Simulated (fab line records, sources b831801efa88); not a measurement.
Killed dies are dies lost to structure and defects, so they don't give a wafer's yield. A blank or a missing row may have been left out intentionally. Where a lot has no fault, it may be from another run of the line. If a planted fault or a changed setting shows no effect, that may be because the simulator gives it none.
Which tool was responsible? | flow sky130 | Sampling: 14 lots, 42 wafers, 4 of 708 route steps

WHAT THE GAUGES READ, wafer by wafer
SKY_POLY_CUT_CD_MEAS_08 targets a cd of 270 nm.
lot  | measured     | on        | cd-nm (nm)
L449 | day 24 02:04 | cd-sem-02 | 271.6 271.3 270.2
L450 | day 24 12:33 | cd-sem-01 | 271.0 270.0 272.7
L451 | day 25 01:42 | cd-sem-01 | 270.2 271.0 270.3
L453 | day 25 10:56 | cd-sem-01 | 273.2 270.6 271.1
L454 | day 26 03:22 | cd-sem-02 | 274.0 273.2 272.2
L455 | day 26 04:12 | cd-sem-02 | 272.2 271.7 270.2
L463 | day 29 04:40 | cd-sem-02 | 268.4 268.6 268.1
L464 | day 31 04:53 | cd-sem-02 | 269.4 270.5 271.5
L465 | day 31 05:53 | cd-sem-01 | 268.3 269.3 269.1
L467 | day 31 06:29 | cd-sem-02 | 269.6 269.5 269.5
L468 | day 31 08:24 | cd-sem-01 | 269.9 269.6 270.5
L469 | day 31 12:49 | cd-sem-02 | 272.8 271.9 271.1
L471 | day 31 15:26 | cd-sem-01 | 268.2 269.6 268.0
L472 | day 32 04:14 | cd-sem-01 | 270.4 270.2 269.9

SKY_SD_P_OVL_MEAS_08.
lot  | measured     | on         | SD_P_OVL (nm)
L449 | day 25 07:41 | overlay-01 | 2.7 2.8 1.3
L450 | day 25 17:41 | overlay-01 | 0.0 1.6 2.4
L451 | day 26 06:49 | overlay-02 | 0.8 1.8 1.3
L453 | day 26 16:32 | overlay-02 | 1.5 1.2 -0.3
L454 | day 27 08:53 | overlay-01 | 1.2 -0.2 2.4
L455 | day 27 09:44 | overlay-02 | -0.4 1.8 0.0
L463 | day 30 07:58 | overlay-02 | -0.5 -0.3 -3.6
L464 | day 32 07:35 | overlay-01 | -2.2 -0.8 -0.3
L465 | day 32 09:47 | overlay-01 | 0.9 -0.3 0.6
L467 | day 32 10:05 | overlay-02 | -0.5 1.4 -0.2
L468 | day 32 12:01 | overlay-01 | -0.8 0.7 -1.1
L469 | day 32 16:17 | overlay-02 | 1.6 -0.4 1.6
L471 | day 32 18:26 | overlay-02 | 0.1 -0.5 -0.2
L472 | day 33 06:50 | overlay-01 | -0.3 -0.3 0.0

SKY_LI_CONTACT_OVL_MEAS_13.
lot  | measured     | on         | LI_CONTACT_OVL (nm)
L449 | day 28 23:47 | overlay-01 | 1 0 7
L450 | day 29 09:17 | overlay-01 | -2 2 -4
L451 | day 29 21:41 | overlay-02 | 10 -3 -1
L453 | day 30 06:44 | overlay-01 | -3 -9 -4
L454 | day 30 22:08 | overlay-02 | 5 3 4
L455 | day 31 00:23 | overlay-01 | 5 5 -2
L463 | day 33 19:10 | overlay-02 | 2 0 4
L464 | day 35 17:20 | overlay-01 | 1 -4 -3
L465 | day 35 17:42 | overlay-02 | 3 4 12
L467 | day 35 19:50 | overlay-02 | -3 -8 5
L468 | day 35 22:04 | overlay-02 | 0 -2 -5
L469 | day 36 01:11 | overlay-02 | -1 -5 -11
L471 | day 36 04:02 | overlay-02 | 0 -7 -6
L472 | day 36 15:08 | overlay-02 | 2 1 2

TOOL THAT RAN EACH LOT (tool first, then ch and the chambers of the sampled wafers, then the start)
lot  | SKY_SD_N_EXPOSE_04
L449 | iline-stepper-02 ch 0, day 27 04:11
L450 | iline-stepper-02 ch 0, day 27 14:25
L451 | iline-stepper-02 ch 0, day 28 02:04
L453 | iline-stepper-02 ch 0, day 28 12:14
L454 | iline-stepper-02, day 29 03:08
L455 | iline-stepper-02, day 29 04:03
L463 | iline-stepper-02 ch 0, day 32 01:39
L464 | iline-stepper-02 ch 0, day 33 22:53
L465 | iline-stepper-02 ch 0, day 34 00:03
L467 | iline-stepper-02 ch 0, day 34 01:59
L468 | iline-stepper-02 ch 0, day 34 04:09
L469 | iline-stepper-01 ch 0, day 34 08:45
L471 | iline-stepper-01 ch 0, day 34 11:22
L472 | iline-stepper-02 ch 0, day 34 22:09
- SKY_SD_N_EXPOSE_04: exposes mask NSDM, target cd 380 nm.

WHAT THE TOOLS THEMSELVES READ (means of the sampled wafers that have a number; where no wafer has one, the mark that the record gives instead)
SKY_SD_N_EXPOSE_04.
lot  | tool             | exposure-dose-mJ-cm2 | focus-offset-nm (nm)
L449 | iline-stepper-02 | 141.00               | -0.1
L450 | iline-stepper-02 | 141.07               | 0.2
L451 | iline-stepper-02 | 141.04               | 0.4
L453 | iline-stepper-02 | 140.98               | 0.1
L454 | iline-stepper-02 | -                    | -
L455 | iline-stepper-02 | -                    | -
L463 | iline-stepper-02 | 141.05               | -0.1
L464 | iline-stepper-02 | 140.99               | -0.8
L465 | iline-stepper-02 | 140.90               | -0.1
L467 | iline-stepper-02 | 140.98               | 0.2
L468 | iline-stepper-02 | 141.03               | -0.7
L469 | iline-stepper-01 | 141.10               | 0.6
L471 | iline-stepper-01 | 140.97               | -0.3
L472 | iline-stepper-02 | 140.89               | -0.8

THE ANSWER, worked out from the rows above alone
Rule: the lots themselves supply what counts as usual. Put in order of their means at a reading, lots are off if they are a third of the lots or fewer, leave a main group of 4 or more, and stand apart from it by a gap of 3 or more times the standard deviation of the main group's means; of several such gaps the widest counts. If all means in a main group match to the digits the tables above print for the reading, that group is not used. A lot without any number at a reading at which 4 lots or more have one is off too. Where the step has rows for the other lots, those lots are counted as sound. First the gauges in route order, then the tools' own readings, where a lot's mean is used as printed above. The first step at which some lot is off is used, and at that step the reading that is off furthest; a lot without a number counts as furthest.
Off: L454, L455 (SKY_SD_N_EXPOSE_04, exposure-dose-mJ-cm2). Without a number there: L454, L455. Mean 141.00 and standard deviation 0.06 in the main group.
A tool fits if, at that step or a process step before it, it ran every lot that is off, and no sound lot after the first of them. No candidate that was tried fits.

WHAT THE SIMULATOR HAD PUT IN
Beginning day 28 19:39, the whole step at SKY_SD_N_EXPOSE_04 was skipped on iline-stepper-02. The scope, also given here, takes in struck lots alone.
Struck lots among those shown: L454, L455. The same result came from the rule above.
